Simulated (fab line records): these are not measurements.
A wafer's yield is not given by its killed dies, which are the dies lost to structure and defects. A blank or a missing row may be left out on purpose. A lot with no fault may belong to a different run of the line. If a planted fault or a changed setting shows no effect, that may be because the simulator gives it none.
Which tool is to blame? :: flow sky130 :: 36 wafers sampled from 12 lots at 1 step of a route of 708

WHAT EACH GAUGE READ, for each wafer
SKY_SD_P_OVL_MEAS_08.
lot: L074
measured: day 26 11:45
on: overlay-01
SD_P_OVL (nm): -1.1 -1.1 0.6

lot: L077
measured: day 27 07:49
on: overlay-02
SD_P_OVL (nm): -0.3 -1.9 -1.2

lot: L078
measured: day 27 21:26
on: overlay-02
SD_P_OVL (nm): 1.3 1.7 1.0

lot: L082
measured: day 30 05:35
on: overlay-01
SD_P_OVL (nm): 0.0 0.5 -0.4

lot: L085
measured: day 30 10:53
on: overlay-01
SD_P_OVL (nm): 3.2 1.8 2.0

lot: L080
measured: day 30 11:26
on: overlay-01
SD_P_OVL (nm): 2.1 1.1 1.6

lot: L088
measured: day 30 12:55
on: overlay-02
SD_P_OVL (nm): 0.7 0.9 1.0

lot: L089
measured: day 30 14:22
on: overlay-01
SD_P_OVL (nm): 4.0 3.7 2.7

lot: L091
measured: day 31 18:20
on: overlay-01
SD_P_OVL (nm): 1.2 3.0 1.0

lot: L093
measured: day 31 22:06
on: overlay-01
SD_P_OVL (nm): 0.8 -0.6 1.3

lot: L095
measured: day 32 09:31
on: overlay-01
SD_P_OVL (nm): 1.2 2.3 2.9

lot: L097
measured: day 33 00:04
on: overlay-01
SD_P_OVL (nm): 0.5 0.8 0.5

EACH LOT AND THE TOOL THAT RAN IT (in order: tool; ch and the chambers of the sampled wafers; start)
The record shows no process step preceding these readings.

THE ANSWER, worked out from the rows above alone
Rule: the lots themselves supply what counts as usual. Put in order of their means at a reading, lots are off if they are a third of the lots or fewer, leave a main group of 4 or more, and stand apart from it by a gap of 3 or more times the standard deviation of the main group's means; of several such gaps the widest counts. A main group whose means are all the same, to the digits that the tables above print for the reading, isn't used. Also off: a lot with no number at a reading for which 4 or more lots have one. Any other lot the step has rows for is counted as sound.
None of the lots is off at any reading shown; this tells nothing.

WHAT THE SIMULATOR PUT IN
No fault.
